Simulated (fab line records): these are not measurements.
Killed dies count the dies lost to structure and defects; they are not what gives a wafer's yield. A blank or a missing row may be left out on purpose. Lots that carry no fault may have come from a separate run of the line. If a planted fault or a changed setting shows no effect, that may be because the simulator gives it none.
fab line records | flow sfq_line | part 1 of 2: steps 1 to 22 of 32
record: lots: 5 | wafers: 15 | last_day: 87
route steps=325 shown M3@124 I3@133 M4@148
lots that met no fault: from a run of the same line without faults
start_h: hours from the record's opening day to when the first of the lot's shown wafers began | wait_h: time in hours since the lot's previous step | " unchanged from the row above | L1.1+2: one row covering several wafers at once | - value missing, or start not given | * or withheld: withheld | < > ~ a bound
route shown NAME@n: names a module that has steps shown in the file, with the first one's number in the route | usual: mean/standard deviation of fault-free wafers | same: alike in all rows | chamber/n: place in a boat | sites: readings site by site | _std_site: the values' standard deviation | _edge_site: inner sites' mean taken away from outer sites' mean | radius_mm: for every site, how far away it sits from the centre of the wafer | mask NAME#n: copy n | behind: tool/chamber where the wafer was last shaped | hold: what put the lot on hold/how long, in hours/how the hold closed | device: the n, p or np transistor that did not switch | end of line: the route-end tests of the same wafers | where a step has no rows: the recipe by itself | killed: dies that structure and defects cost at the first sort, which is not the same as the wafer's yield | map: the dies of a wafer, with x for killed, . for not killed, _ for no die there
set.NAME: the setting as run; set.NAME@STEP: as run at that earlier step | model.NAME: the simulator's own value behind a step, which no gauge read
a table for each step, a row for each wafer; lots at some steps of the route
services: when a tool's chamber went out of use (start_h, in hours from the record's first day, below 0 if earlier), for how many hours, and the reason
== steps ==
step: SFQ_TRILAYER_M3_LITHO_SOFTBAKE_079
recipe: temp_c: withheld | time_s: withheld | resist: KrF
usual: exhaust_pa: 45.0/0.95
lot.wafer | tool           | chamber | start_h | wait_h | exhaust_pa
L083.1    | litho_track-02 | 0       | 962.07  | 0.2    | 44.9
L083.2    | "              | 0       | "       | "      | 44.6
L083.4    | "              | 0       | "       | "      | 43.6
L088.2    | litho_track-02 | 0       | 990.75  | 0.2    | 45.4
L088.3    | "              | 0       | "       | "      | 45.8
L088.4    | "              | 0       | "       | "      | 45.2
L090.2    | litho_track-03 | 0       | 1002.87 | 0.2    | 45.5
L090.5    | "              | 0       | "       | "      | 46.0
L090.6    | "              | 0       | "       | "      | 45.9
L093.2    | litho_track-04 | 0       | 1037.67 | 0.2    | 44.9
L093.3    | "              | 0       | "       | "      | 44.2
L093.6    | "              | 0       | "       | "      | 45.7
L096.2    | litho_track-03 | 0       | 1058.21 | 0.2    | 44.3
L096.4    | "              | 0       | "       | "      | 43.1
L096.5    | "              | 0       | "       | "      | 44.3
step: SFQ_TRILAYER_M3_LITHO_EXPOSE_076
recipe: mask_id: M3 | na: 0.6 | source_shape: conventional | sigma_outer: 0.65 | target_cd_nm: 500 | dose_mj: 14.4
usual: stage_vel_mm_s: 499.97/0.28
lot.wafer | tool           | chamber | start_h | wait_h | mask | stage_vel_mm_s
L083.1    | krf_scanner-02 | 0       | 1098.01 | -      | M3#0 | 499.89
L083.2    | "              | 0       | "       | "      | M3#0 | 499.80
L083.4    | "              | 0       | "       | "      | M3#0 | 500.28
L088.2    | krf_scanner-02 | 0       | 1130.92 | -      | M3#0 | 500.27
L088.3    | "              | 0       | "       | "      | M3#0 | 500.08
L088.4    | "              | 0       | "       | "      | M3#0 | 499.99
L090.2    | krf_scanner-02 | 0       | 1146.52 | -      | M3#0 | 499.99
L090.5    | "              | 0       | "       | "      | M3#0 | 499.80
L090.6    | "              | 0       | "       | "      | M3#0 | 500.06
L093.2    | krf_scanner-01 | 0       | 1179.04 | -      | M3#0 | 500.24
L093.3    | "              | 0       | "       | "      | M3#0 | 499.92
L093.6    | "              | 0       | "       | "      | M3#0 | 500.01
L096.2    | krf_scanner-01 | 0       | 1198.24 | -      | M3#0 | 499.73
L096.4    | "              | 0       | "       | "      | M3#0 | 499.75
L096.5    | "              | 0       | "       | "      | M3#0 | 499.80
step: SFQ_TRILAYER_M3_LITHO_PEB_078
recipe: peb_temp_c: 115 | peb_time_s: 60 | resist: KrF
usual: exhaust_pa: 45.0/0.92 | heater_power_total_W: 79.16/0.068
lot.wafer | tool           | chamber | start_h | wait_h | exhaust_pa | heater_power_total_W
L083.1    | litho_track-04 | 0       | 1099.21 | 1.0    | 44.9       | 79.25
L083.2    | "              | 0       | "       | "      | 45.5       | 79.25
L083.4    | "              | 0       | "       | "      | 44.2       | 79.19
L088.2    | litho_track-03 | 0       | 1131.94 | 0.8    | 44.1       | 79.20
L088.3    | "              | 0       | "       | "      | 44.9       | 79.15
L088.4    | "              | 0       | "       | "      | 44.0       | 79.18
L090.2    | litho_track-02 | 0       | 1147.54 | 0.8    | 44.6       | 79.18
L090.5    | "              | 0       | "       | "      | 44.4       | 79.13
L090.6    | "              | 0       | "       | "      | 44.6       | 79.13
L093.2    | litho_track-03 | 0       | 1180.07 | 0.8    | 45.3       | 79.19
L093.3    | "              | 0       | "       | "      | 44.2       | 79.19
L093.6    | "              | 0       | "       | "      | 43.7       | 79.25
L096.2    | litho_track-03 | 0       | 1199.27 | 0.8    | 44.7       | 79.17
L096.4    | "              | 0       | "       | "      | 44.6       | 79.18
L096.5    | "              | 0       | "       | "      | 44.6       | 79.06
step: SFQ_TRILAYER_M3_LITHO_DEVELOP_077
recipe: time_s: 60 | resist: KrF
usual: exhaust_pa: 45.3/0.87
lot.wafer | tool           | chamber | start_h | wait_h | exhaust_pa
L083.1    | litho_track-04 | 0       | 1099.36 | 0.1    | 47.1
L083.2    | "              | 0       | "       | "      | 45.5
L083.4    | "              | 0       | "       | "      | 46.4
L088.2    | litho_track-03 | 0       | 1132.09 | 0.1    | 47.3
L088.3    | "              | 0       | "       | "      | 45.5
L088.4    | "              | 0       | "       | "      | 46.6
L090.2    | litho_track-02 | 0       | 1147.69 | 0.1    | 45.3
L090.5    | "              | 0       | "       | "      | 46.2
L090.6    | "              | 0       | "       | "      | 45.9
L093.2    | litho_track-03 | 0       | 1180.22 | 0.1    | 44.7
L093.3    | "              | 0       | "       | "      | 44.7
L093.6    | "              | 0       | "       | "      | 45.4
L096.2    | litho_track-03 | 0       | 1199.42 | 0.1    | 44.3
L096.4    | "              | 0       | "       | "      | 45.3
L096.5    | "              | 0       | "       | "      | 44.9
step: SFQ_M3_OVL_MEAS_921
usual: M3_OVL: -1/5.4
lot.wafer | tool       | chamber | start_h | wait_h | M3_OVL[nm]
L083.1    | overlay-02 | -       | 1099.51 | 0.1    | 3
L083.2    | "          | -       | "       | "      | 10
L083.4    | "          | -       | "       | "      | 10
L088.2    | overlay-01 | -       | 1132.23 | 0.1    | 0
L088.3    | "          | -       | "       | "      | 2
L088.4    | "          | -       | "       | "      | 3
L090.2    | overlay-01 | -       | 1147.83 | 0.1    | -3
L090.5    | "          | -       | "       | "      | -3
L090.6    | "          | -       | "       | "      | 3
L093.2    | overlay-02 | -       | 1180.35 | 0.1    | 2
L093.3    | "          | -       | "       | "      | 3
L093.6    | "          | -       | "       | "      | 7
L096.2    | overlay-02 | -       | 1199.55 | 0.1    | 0
L096.4    | "          | -       | "       | "      | 1
L096.5    | "          | -       | "       | "      | 3
step: SFQ_TRILAYER_M3_BARC_OPEN_METAL_ETCH_100
recipe: mask_material: PR | chemistry: O2 | target_depth_nm: 125 | target: BARC | icp_w: 600 | bias_w: 80 | pressure_mtorr: 10 | time_s: 41.7
usual: chamber_pressure_mTorr: 10.000/0.0098 | drypump_motor_current_A: 5.63/0.29 | oes_product_au: 0.686/0.0044
lot.wafer | tool         | chamber | start_h | wait_h | chamber_pressure_mTorr | drypump_motor_current_A | oes_product_au | rf_hours_counter_h
L083.1    | rie_metal-02 | 1       | 1099.55 | 0.0    | 10.001                 | 5.76                    | 0.684          | 74
L083.2    | "            | 0       | "       | "      | 9.999                  | 5.66                    | 0.688          | 17
L083.4    | "            | 0       | "       | "      | 10.023                 | 5.65                    | 0.676          | -
L088.2    | rie_metal-04 | 0       | 1132.26 | 0.0    | 9.997                  | 5.01                    | 0.684          | 70
L088.3    | "            | 1       | "       | "      | 10.005                 | 5.80                    | 0.686          | -
L088.4    | "            | 0       | "       | "      | 10.003                 | 5.01                    | 0.686          | -
L090.2    | rie_metal-02 | 1       | 1147.86 | 0.0    | 10.001                 | 5.75                    | 0.677          | 81
L090.5    | "            | 0       | "       | "      | 10.002                 | 5.63                    | 0.689          | -
L090.6    | "            | 1       | "       | "      | 10.005                 | 5.74                    | 0.689          | -
L093.2    | rie_metal-03 | 0       | 1180.38 | 0.0    | 9.987                  | 5.96                    | 0.682          | 108
L093.3    | "            | 1       | "       | "      | 10.000                 | 5.96                    | 0.688          | -
L093.6    | "            | 1       | "       | "      | 10.000                 | 5.97                    | 0.686          | -
L096.2    | rie_metal-04 | 0       | 1199.58 | 0.0    | 9.999                  | 5.03                    | 0.685          | 79
L096.4    | "            | 1       | "       | "      | 9.999                  | 5.83                    | 0.687          | -
L096.5    | "            | 0       | "       | "      | 9.987                  | 5.00                    | 0.685          | -
step: SFQ_TRILAYER_M3_ETCH_METAL_ETCH_078
recipe: target: Nb | stop_on: SiO2 | mask_material: PR | chemistry: Cl2/Ar | target_depth_nm: 240 | icp_w: 600 | bias_w: 80 | pressure_mtorr: 10 | time_s: 120
usual: chamber_pressure_mTorr: 9.998/0.0096 | drypump_motor_current_A: 5.63/0.29 | oes_product_au: 0.892/0.0083
lot.wafer | tool         | chamber | start_h | wait_h | chamber_pressure_mTorr | drypump_motor_current_A | oes_product_au | rf_hours_counter_h
L083.1    | rie_metal-02 | 1       | 1099.61 | 0.0    | 10.008                 | 5.75                    | 0.875          | 74
L083.2    | "            | 0       | "       | "      | 10.003                 | 5.65                    | 0.897          | 17
L083.4    | "            | 0       | "       | "      | 10.010                 | 5.64                    | 0.897          | -
L088.2    | rie_metal-04 | 0       | 1132.31 | 0.0    | 9.988                  | 5.02                    | 0.915          | 70
L088.3    | "            | 1       | "       | "      | 9.993                  | 5.86                    | 0.904          | -
L088.4    | "            | 0       | "       | "      | 10.009                 | 5.01                    | 0.905          | -
L090.2    | rie_metal-02 | 1       | 1147.91 | 0.0    | 10.001                 | 5.72                    | 0.890          | 81
L090.5    | "            | 0       | "       | "      | 10.013                 | 5.66                    | 0.884          | -
L090.6    | "            | 1       | "       | "      | 10.013                 | 5.73                    | 0.899          | -
L093.2    | rie_metal-03 | 0       | 1180.44 | 0.0    | 10.004                 | 5.93                    | 0.883          | 108
L093.3    | "            | 1       | "       | "      | 9.994                  | 5.97                    | 0.894          | -
L093.6    | "            | 1       | "       | "      | 9.995                  | 5.98                    | 0.892          | -
L096.2    | rie_metal-04 | 0       | 1199.64 | 0.0    | 9.988                  | 5.01                    | 0.893          | 79
L096.4    | "            | 1       | "       | "      | 9.989                  | 5.85                    | 0.894          | -
L096.5    | "            | 0       | "       | "      | 9.987                  | 5.02                    | 0.889          | -
step: SFQ_TRILAYER_M3_STRIP_STRIP_079
recipe: gas: O2 | power_w: 200 | platen_temp_c: 40 | overash_fraction: 0.65 | chemistry: O2 | pressure_mtorr: 50
usual: chamber_pressure_mTorr: 50.00/0.044 | drypump_motor_current_A: 5.63/0.29 | oes_product_au: 1.000/0.012
lot.wafer | tool         | chamber | start_h | wait_h | chamber_pressure_mTorr | drypump_motor_current_A | oes_product_au | rf_hours_counter_h
L083.1    | rie_metal-02 | 1       | 1099.73 | 0.1    | 50.03                  | 5.77                    | 0.987          | 74
L083.2    | "            | 0       | "       | "      | 50.02                  | 5.62                    | 1.003          | 18
L083.4    | "            | 0       | "       | "      | 50.01                  | 5.60                    | 1.003          | -
L088.2    | rie_metal-04 | 0       | 1132.44 | 0.1    | 50.03                  | 5.04                    | 1.015          | 70
L088.3    | "            | 1       | "       | "      | 49.95                  | 5.84                    | 1.007          | -
L088.4    | "            | 0       | "       | "      | 49.99                  | 5.04                    | 1.009          | -
L090.2    | rie_metal-02 | 1       | 1148.04 | 0.1    | 50.00                  | 5.74                    | 0.993          | 82
L090.5    | "            | 0       | "       | "      | 49.99                  | 5.61                    | 1.000          | -
L090.6    | "            | 1       | "       | "      | 50.04                  | 5.77                    | 0.982          | -
L093.2    | rie_metal-03 | 0       | 1180.56 | 0.1    | 50.06                  | 5.94                    | 1.002          | 108
L093.3    | "            | 1       | "       | "      | 49.97                  | 5.96                    | 0.998          | -
L093.6    | "            | 1       | "       | "      | 49.99                  | 5.98                    | 0.994          | -
L096.2    | rie_metal-04 | 0       | 1199.76 | 0.1    | 49.96                  | 5.01                    | 1.020          | 79
L096.4    | "            | 1       | "       | "      | 49.98                  | 5.80                    | 1.003          | -
L096.5    | "            | 0       | "       | "      | 49.99                  | 5.00                    | 1.010          | -
step: SFQ_TRILAYER_M3_STRIP_SOLV_CLEAN_080
recipe: chemistry: NMP | temp_c: 70 | time_s: 600
lot.wafer  | tool         | chamber | start_h | wait_h
L083.1+2+4 | wet_bench-02 | 6,2,7   | 1100.33 | 0.4
L088.2+3+4 | wet_bench-01 | 2,0,4   | 1133.04 | 0.4
L090.2+5+6 | wet_bench-03 | 5,4,3   | 1148.64 | 0.4
L093.2+3+6 | wet_bench-03 | 1,7,3   | 1181.16 | 0.4
L096.2+4+5 | wet_bench-03 | 4,2,1   | 1200.36 | 0.4
step: SFQ_TRILAYER_I3_DEP_PECVD_081
recipe: material: SiO2 | temp_c: 150 | time_s: 111.11 | pressure_torr: 2.4 | rf_w: 183.3 | precursor: SiH4/N2O | target_thk_nm: 500
usual: heater_power_w: 88/17 | throttle_valve_pct: 25.7/1.4
lot.wafer | tool     | chamber | start_h | wait_h | heater_power_w | throttle_valve_pct
L083.1    | pecvd-01 | 0       | 1100.51 | 0.0    | 73             | 27.1
L083.2    | "        | 2       | "       | "      | 74             | 29.1
L083.4    | "        | 1       | "       | "      | 91             | 24.8
L088.2    | pecvd-04 | 0       | 1133.21 | 0.0    | 85             | 24.7
L088.3    | "        | 2       | "       | "      | 68             | 26.4
L088.4    | "        | 0       | "       | "      | 90             | 24.9
L090.2    | pecvd-04 | 2       | 1148.81 | 0.0    | 71             | 26.2
L090.5    | "        | 0       | "       | "      | 79             | 25.3
L090.6    | "        | 1       | "       | "      | 93             | 25.9
L093.2    | pecvd-03 | 2       | 1181.36 | 0.0    | 114            | 25.0
L093.3    | "        | 1       | "       | "      | 126            | 24.9
L093.6    | "        | 1       | "       | "      | 129            | 25.0
L096.2    | pecvd-04 | 2       | 1200.54 | 0.0    | 64             | 26.4
L096.4    | "        | 0       | "       | "      | 82             | 25.4
L096.5    | "        | 2       | "       | "      | 68             | 26.5
step: SFQ_TRILAYER_I3_CMP_CMP_082
recipe: material: SiO2 | down_force_psi: 3 | platen_rpm: 60 | pad_velocity_m_s: 0.94248
usual: motor_current_A: 10.0/1.5 | time_to_endpoint_s: 218/7.1
lot.wafer | tool   | chamber | start_h | wait_h | motor_current_A | time_to_endpoint_s
L083.2    | cmp-02 | 0       | 1106.30 | 5.8    | 10.0            | 205
L083.1    | "      | 1       | "       | "      | 12.3            | 209
L083.4    | "      | 3       | 1107.80 | 7.2    | 9.0             | 220
L088.4    | cmp-01 | 2       | 1144.39 | 11.1   | 8.4             | 226
L088.2    | "      | 3       | "       | "      | 13.5            | 223
L088.3    | "      | 1       | 1145.89 | 12.6   | 10.0            | 219
L090.2    | cmp-01 | 0       | 1159.10 | 10.2   | 9.2             | 222
L090.5    | "      | 0       | 1161.10 | 12.2   | 8.4             | 216
L090.6    | "      | 1       | "       | "      | 10.1            | 234
L093.3    | cmp-01 | 2       | 1186.13 | 4.7    | 8.4             | 222
L093.2    | "      | 0       | 1187.13 | 5.7    | 8.0             | 208
L093.6    | "      | 3       | 1188.63 | 7.2    | 12.5            | 227
L096.2    | cmp-01 | 2       | 1205.13 | 4.5    | 8.4             | 216
L096.4    | "      | 3       | "       | "      | 12.6            | 222
L096.5    | "      | 0       | "       | "      | 8.8             | 220
step: SFQ_I3_BOW_MEAS_922
recipe: mode: bow
usual: I3_BOW: 2/9.2
lot.wafer | tool          | chamber | start_h | wait_h | I3_BOW[um]
L083.1    | film_metro-01 | -       | 1109.30 | 2.0    | -13
L083.2    | "             | -       | "       | "      | 0
L083.4    | "             | -       | "       | "      | 1
L088.2    | film_metro-01 | -       | 1147.41 | 2.0    | -1
L088.3    | "             | -       | "       | "      | -6
L088.4    | "             | -       | "       | "      | -7
L090.2    | film_metro-02 | -       | 1162.12 | 2.5    | -5
L090.5    | "             | -       | "       | "      | 4
L090.6    | "             | -       | "       | "      | 6
L093.2    | film_metro-03 | -       | 1189.15 | 1.5    | 15
L093.3    | "             | -       | "       | "      | 5
L093.6    | "             | -       | "       | "      | 3
L096.2    | film_metro-03 | -       | 1207.15 | 1.5    | 20
L096.4    | "             | -       | "       | "      | 22
L096.5    | "             | -       | "       | "      | 20
step: SFQ_TRILAYER_I3_METRO_MEASURE_083
usual: thk_nm: 200.3/0.99
lot.wafer | tool          | chamber | start_h | wait_h | thk_nm
L083.1    | film_metro-01 | -       | 1109.42 | 0.1    | 199.6
L083.2    | "             | -       | "       | "      | 199.2
L083.4    | "             | -       | "       | "      | 200.2
L088.2    | film_metro-01 | -       | 1147.71 | 0.3    | 201.5
L088.3    | "             | -       | "       | "      | 200.9
L088.4    | "             | -       | "       | "      | 200.5
L090.2    | film_metro-02 | -       | 1162.42 | 0.3    | 199.6
L090.5    | "             | -       | "       | "      | 200.0
L090.6    | "             | -       | "       | "      | 199.5
L093.2    | film_metro-03 | -       | 1189.45 | 0.3    | 200.0
L093.3    | "             | -       | "       | "      | 199.9
L093.6    | "             | -       | "       | "      | 200.6
L096.2    | film_metro-03 | -       | 1207.45 | 0.3    | 199.5
L096.4    | "             | -       | "       | "      | 201.0
L096.5    | "             | -       | "       | "      | 198.9
step: SFQ_TRILAYER_I3_VIA_LITHO_COAT_090
recipe: resist: BARC | spin_rpm: 3000 | resist_thk_nm: 62
usual: exhaust_pa: 45.0/0.91
lot.wafer | tool           | chamber | start_h | wait_h | exhaust_pa
L083.1    | litho_track-03 | 0       | 1110.62 | 1.0    | 43.9
L083.2    | "              | 0       | "       | "      | 43.8
L083.4    | "              | 0       | "       | "      | 44.9
L088.2    | litho_track-04 | 0       | 1148.76 | 0.8    | 44.7
L088.3    | "              | 0       | "       | "      | 44.9
L088.4    | "              | 0       | "       | "      | 45.2
L090.2    | litho_track-03 | 0       | 1163.47 | 0.8    | 44.7
L090.5    | "              | 0       | "       | "      | 45.2
L090.6    | "              | 0       | "       | "      | 45.8
L093.2    | litho_track-01 | 0       | 1190.50 | 0.8    | 45.7
L093.3    | "              | 0       | "       | "      | 45.3
L093.6    | "              | 0       | "       | "      | 45.5
L096.2    | litho_track-04 | 0       | 1208.50 | 0.8    | 45.4
L096.4    | "              | 0       | "       | "      | 43.7
L096.5    | "              | 0       | "       | "      | 44.2
step: SFQ_TRILAYER_I3_VIA_LITHO_COAT_085
recipe: resist: KrF | spin_rpm: 3000 | resist_thk_nm: 650
usual: exhaust_pa: 45.2/0.89
lot.wafer | tool           | chamber | start_h | wait_h | exhaust_pa
L083.1    | litho_track-03 | 0       | 1110.92 | 0.2    | 45.4
L083.2    | "              | 0       | "       | "      | 44.7
L083.4    | "              | 0       | "       | "      | 45.4
L088.2    | litho_track-04 | 0       | 1149.06 | 0.2    | 45.4
L088.3    | "              | 0       | "       | "      | 44.2
L088.4    | "              | 0       | "       | "      | 44.8
L090.2    | litho_track-03 | 0       | 1163.77 | 0.2    | 46.4
L090.5    | "              | 0       | "       | "      | 44.8
L090.6    | "              | 0       | "       | "      | 45.0
L093.2    | litho_track-01 | 0       | 1190.80 | 0.2    | 44.4
L093.3    | "              | 0       | "       | "      | 45.2
L093.6    | "              | 0       | "       | "      | 44.0
L096.2    | litho_track-04 | 0       | 1208.80 | 0.2    | 44.0
L096.4    | "              | 0       | "       | "      | 44.0
L096.5    | "              | 0       | "       | "      | 44.4
step: SFQ_TRILAYER_I3_VIA_LITHO_SOFTBAKE_089
recipe: temp_c: withheld | time_s: withheld | resist: KrF
usual: exhaust_pa: 45.1/0.9
lot.wafer | tool           | chamber | start_h | wait_h | exhaust_pa
L083.1    | litho_track-03 | 0       | 1111.22 | 0.2    | 45.0
L083.2    | "              | 0       | "       | "      | 44.1
L083.4    | "              | 0       | "       | "      | 45.2
L088.2    | litho_track-04 | 0       | 1149.33 | 0.2    | 44.8
L088.3    | "              | 0       | "       | "      | 44.7
L088.4    | "              | 0       | "       | "      | 45.9
L090.2    | litho_track-03 | 0       | 1164.04 | 0.2    | 45.3
L090.5    | "              | 0       | "       | "      | 47.2
L090.6    | "              | 0       | "       | "      | 45.1
L093.2    | litho_track-01 | 0       | 1191.07 | 0.2    | 43.7
L093.3    | "              | 0       | "       | "      | 44.1
L093.6    | "              | 0       | "       | "      | 45.1
L096.2    | litho_track-04 | 0       | 1209.07 | 0.2    | 44.2
L096.4    | "              | 0       | "       | "      | 45.0
L096.5    | "              | 0       | "       | "      | 45.5
step: SFQ_TRILAYER_I3_VIA_LITHO_EXPOSE_086
recipe: mask_id: I3 | na: 0.6 | source_shape: conventional | sigma_outer: 0.65 | target_cd_nm: 500 | dose_mj: 21.3
usual: stage_vel_mm_s: 499.99/0.28
lot.wafer | tool           | chamber | start_h | wait_h | mask | stage_vel_mm_s
L083.1    | krf_scanner-02 | 0       | 1242.32 | -      | I3#0 | 500.18
L083.2    | "              | 0       | "       | "      | I3#0 | 499.94
L083.4    | "              | 0       | "       | "      | I3#0 | 500.11
L088.2    | krf_scanner-02 | 0       | 1274.92 | -      | I3#0 | 500.19
L088.3    | "              | 0       | "       | "      | I3#0 | 500.19
L088.4    | "              | 0       | "       | "      | I3#0 | 500.21
L090.2    | krf_scanner-02 | 0       | 1285.72 | -      | I3#0 | 500.54
L090.5    | "              | 0       | "       | "      | I3#0 | 499.98
L090.6    | "              | 0       | "       | "      | I3#0 | 499.77
L093.2    | krf_scanner-02 | 0       | 1308.52 | -      | I3#0 | 499.78
L093.3    | "              | 0       | "       | "      | I3#0 | 499.63
L093.6    | "              | 0       | "       | "      | I3#0 | 499.50
L096.2    | krf_scanner-01 | 0       | 1326.45 | -      | I3#0 | 500.35
L096.4    | "              | 0       | "       | "      | I3#0 | 500.20
L096.5    | "              | 0       | "       | "      | I3#0 | 499.97
step: SFQ_TRILAYER_I3_VIA_LITHO_PEB_088
recipe: peb_temp_c: 115 | peb_time_s: 60 | resist: KrF
usual: exhaust_pa: 45.0/0.77 | heater_power_total_W: 79.15/0.07
lot.wafer | tool           | chamber | start_h | wait_h | exhaust_pa | heater_power_total_W
L083.1    | litho_track-01 | 0       | 1243.52 | 1.0    | 45.4       | 79.08
L083.2    | "              | 0       | "       | "      | 44.3       | 79.20
L083.4    | "              | 0       | "       | "      | 46.2       | 78.99
L088.2    | litho_track-04 | 0       | 1275.94 | 0.8    | 44.5       | 79.04
L088.3    | "              | 0       | "       | "      | 45.1       | 79.12
L088.4    | "              | 0       | "       | "      | 45.3       | 79.16
L090.2    | litho_track-01 | 0       | 1286.74 | 0.8    | 44.9       | 79.25
L090.5    | "              | 0       | "       | "      | 45.1       | 79.22
L090.6    | "              | 0       | "       | "      | 44.7       | 79.21
L093.2    | litho_track-04 | 0       | 1309.54 | 0.8    | 43.7       | 79.22
L093.3    | "              | 0       | "       | "      | 44.7       | 79.19
L093.6    | "              | 0       | "       | "      | 45.0       | 79.13
L096.2    | litho_track-03 | 0       | 1327.47 | 0.8    | 43.3       | 79.20
L096.4    | "              | 0       | "       | "      | 45.0       | 79.10
L096.5    | "              | 0       | "       | "      | 44.9       | 79.09
step: SFQ_TRILAYER_I3_VIA_LITHO_DEVELOP_087
recipe: time_s: 60 | resist: KrF
usual: exhaust_pa: 44.9/0.84
lot.wafer | tool           | chamber | start_h | wait_h | exhaust_pa
L083.1    | litho_track-01 | 0       | 1243.67 | 0.1    | 46.0
L083.2    | "              | 0       | "       | "      | 45.5
L083.4    | "              | 0       | "       | "      | 46.2
L088.2    | litho_track-04 | 0       | 1276.09 | 0.1    | 44.3
L088.3    | "              | 0       | "       | "      | 45.3
L088.4    | "              | 0       | "       | "      | 45.6
L090.2    | litho_track-01 | 0       | 1286.89 | 0.1    | 45.0
L090.5    | "              | 0       | "       | "      | 44.2
L090.6    | "              | 0       | "       | "      | 44.3
L093.2    | litho_track-04 | 0       | 1309.69 | 0.1    | 44.4
L093.3    | "              | 0       | "       | "      | 43.3
L093.6    | "              | 0       | "       | "      | 44.8
L096.2    | litho_track-03 | 0       | 1327.62 | 0.1    | 45.4
L096.4    | "              | 0       | "       | "      | 43.8
L096.5    | "              | 0       | "       | "      | 45.3
step: SFQ_I3_OVL_MEAS_923
usual: I3_OVL: -2/4.6
lot.wafer | tool       | chamber | start_h | wait_h | I3_OVL[nm]
L083.1    | overlay-01 | -       | 1243.82 | 0.1    | -1
L083.2    | "          | -       | "       | "      | 1
L083.4    | "          | -       | "       | "      | -5
L088.2    | overlay-01 | -       | 1276.23 | 0.1    | -2
L088.3    | "          | -       | "       | "      | -2
L088.4    | "          | -       | "       | "      | 3
L090.2    | overlay-01 | -       | 1287.03 | 0.1    | 4
L090.5    | "          | -       | "       | "      | -2
L090.6    | "          | -       | "       | "      | 2
L093.2    | overlay-02 | -       | 1309.83 | 0.1    | -7
L093.3    | "          | -       | "       | "      | -7
L093.6    | "          | -       | "       | "      | -11
L096.2    | overlay-02 | -       | 1327.76 | 0.1    | 6
L096.4    | "          | -       | "       | "      | 5
L096.5    | "          | -       | "       | "      | 5
step: SFQ_TRILAYER_I3_VIA_BARC_OPEN_VIA_ETCH_121
recipe: mask_material: PR | chemistry: O2 | target_depth_nm: 125 | target: BARC | source_w: 500 | bias_w: 80 | pressure_mtorr: 30 | time_s: 41.7
usual: chamber_pressure_mTorr: 30.005/0.027 | drypump_motor_current_A: 5.7/0.49 | oes_product_au: 0.686/0.0048
lot.wafer | tool        | chamber | start_h | wait_h | chamber_pressure_mTorr | drypump_motor_current_A | oes_product_au | rf_hours_counter_h
L083.1    | rie_diel-02 | 1       | 1243.86 | 0.0    | 29.968                 | 5.0                     | 0.680          | 9
L083.2    | "           | 0       | "       | "      | 29.975                 | 5.6                     | 0.694          | 6
L083.4    | "           | 3       | "       | "      | 30.001                 | 5.5                     | 0.691          | 12
L088.2    | rie_diel-03 | 1       | 1276.26 | 0.0    | 30.035                 | 5.2                     | 0.686          | 17
L088.3    | "           | 0       | "       | "      | 30.007                 | 6.1                     | 0.691          | 16
L088.4    | "           | 3       | "       | "      | 29.992                 | 6.3                     | 0.681          | 13
L090.2    | rie_diel-03 | 0       | 1287.06 | 0.0    | 29.958                 | 6.1                     | 0.679          | 17
L090.5    | "           | 0       | "       | "      | 30.001                 | 6.1                     | 0.686          | -
L090.6    | "           | 1       | "       | "      | 30.034                 | 5.3                     | 0.694          | -
L093.2    | rie_diel-04 | 1       | 1309.86 | 0.0    | 30.006                 | 6.0                     | 0.684          | 15
L093.3    | "           | 3       | "       | "      | 30.025                 | 5.4                     | 0.686          | 15
L093.6    | "           | 2       | "       | "      | 30.013                 | 5.6                     | 0.688          | -
L096.2    | rie_diel-04 | 1       | 1327.79 | 0.0    | 30.007                 | 6.0                     | 0.687          | 15
L096.4    | "           | 0       | "       | "      | 30.032                 | 5.3                     | 0.688          | 13
L096.5    | "           | 3       | "       | "      | 30.002                 | 5.4                     | 0.692          | -
step: SFQ_TRILAYER_I3_VIA_ETCH_VIA_ETCH_088
recipe: target: SiO2 | stop_on: Nb | mask_material: PR | taper_deg: 20 | chemistry: CHF3 | target_depth_nm: 260 | source_w: 500 | bias_w: 80 | pressure_mtorr: 30 | time_s: withheld
usual: chamber_pressure_mTorr: 30.000/0.026 | drypump_motor_current_A: 5.7/0.49 | oes_product_au: 0.856/0.0053
lot.wafer | tool        | chamber | start_h | wait_h | chamber_pressure_mTorr | drypump_motor_current_A | oes_product_au
L083.1    | rie_diel-02 | 1       | 1243.90 | 0.0    | 29.990                 | 5.0                     | 0.849
L083.2    | "           | 0       | "       | "      | 29.977                 | 5.6                     | 0.857
L083.4    | "           | 3       | "       | "      | 29.973                 | 5.6                     | 0.855
L088.2    | rie_diel-03 | 1       | 1276.30 | 0.0    | 29.993                 | 5.2                     | 0.856
L088.3    | "           | 0       | "       | "      | 30.013                 | 6.1                     | 0.867
L088.4    | "           | 3       | "       | "      | 29.987                 | 6.3                     | 0.861
L090.2    | rie_diel-03 | 0       | 1287.10 | 0.0    | 29.992                 | 6.1                     | 0.853
L090.5    | "           | 0       | "       | "      | 30.002                 | 6.1                     | 0.853
L090.6    | "           | 1       | "       | "      | 30.033                 | 5.2                     | 0.857
L093.2    | rie_diel-04 | 1       | 1309.90 | 0.0    | 30.028                 | 6.0                     | 0.857
L093.3    | "           | 3       | "       | "      | 29.974                 | 5.4                     | 0.855
L093.6    | "           | 2       | "       | "      | 30.030                 | 5.6                     | 0.865
L096.2    | rie_diel-04 | 1       | 1327.83 | 0.0    | 30.038                 | 6.0                     | 0.849
L096.4    | "           | 0       | "       | "      | 29.977                 | 5.3                     | 0.851
L096.5    | "           | 3       | "       | "      | 30.022                 | 5.4                     | 0.859
